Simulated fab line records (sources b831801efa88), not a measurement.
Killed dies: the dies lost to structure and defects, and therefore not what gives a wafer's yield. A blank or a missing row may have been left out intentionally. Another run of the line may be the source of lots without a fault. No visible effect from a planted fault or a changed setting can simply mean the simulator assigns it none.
One fault through the eyes of 2 desks | flow sky130 | what lay behind the numbers comes last; until then each desk has only its own

== THE METROLOGY DESK ==
What the gauges read for every lot (on any tool): the sampled wafers with a number, averaged. Any lot whose mean is over 4 standard deviations away from the usual mean is out of limits and marked OUT; that distance is given in the brackets.
Columns: A = LDD_HVP_TW at SKY_LDD_HVP_TW_MEAS_10, usual 452; B = LDD_LDN_OVL at SKY_LDD_LDN_OVL_MEAS_07, usual 1.0 nm
lot  | first seen here | A   | B
L735 | day 21 03:42    | 458 | 1.1
L737 | day 22 03:13    | 445 | 2.8
L750 | day 27 01:35    | 457 | 3.1
L753 | day 29 23:03    | 445 | 2.3
L757 | day 30 01:19    | 458 | 2.9
L754 | day 30 01:57    | 451 | 1.8
This desk's verdict: no lot among the 6 shows anything out of limits.

== FOR THE TOOL OWNER'S DESK: implanter-03 ==
For each lot that ran on this tool, the mean over its sampled wafers that have a number, from the tool's own readings at SKY_LDD_LDN_IMPLANT_09. Any lot whose mean is over 4 standard deviations away from the usual mean is out of limits and marked OUT; that distance is given in the brackets.
Columns: A = beam energy keV at SKY_LDD_LDN_IMPLANT_09, usual 15.001
lot  | first seen here | A
L735 | day 22 10:28    | 15.001
L750 | day 28 06:06    | 15.000
L753 | day 31 02:03    | 16.609 (+99 or more) OUT
L754 | day 31 05:25    | 16.607 (+99 or more) OUT
This desk finds L753, L754 out of limits, L753 being first, at day 31 02:03 (beam energy keV at SKY_LDD_LDN_IMPLANT_09). L735, L750: within limits.

== ALL TOGETHER ==
An alarm could have come from the tool owner's desk at day 31 02:03, on L753, L754.
The metrology desk saw nothing out of limits.
The metrology desk has L753, L754 on record, within its limits.
Of the lots named, all ran SKY_LDD_LDN_IMPLANT_09 on implanter-03.

== WHAT THE SIMULATOR PUT IN ==
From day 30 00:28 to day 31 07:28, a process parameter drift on implanter-03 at SKY_LDD_LDN_IMPLANT_09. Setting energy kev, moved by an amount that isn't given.
Struck lots among those shown: L753, L754.
Hours from the fault's start to each desk's first reading out of limits: the tool owner's desk, 26.
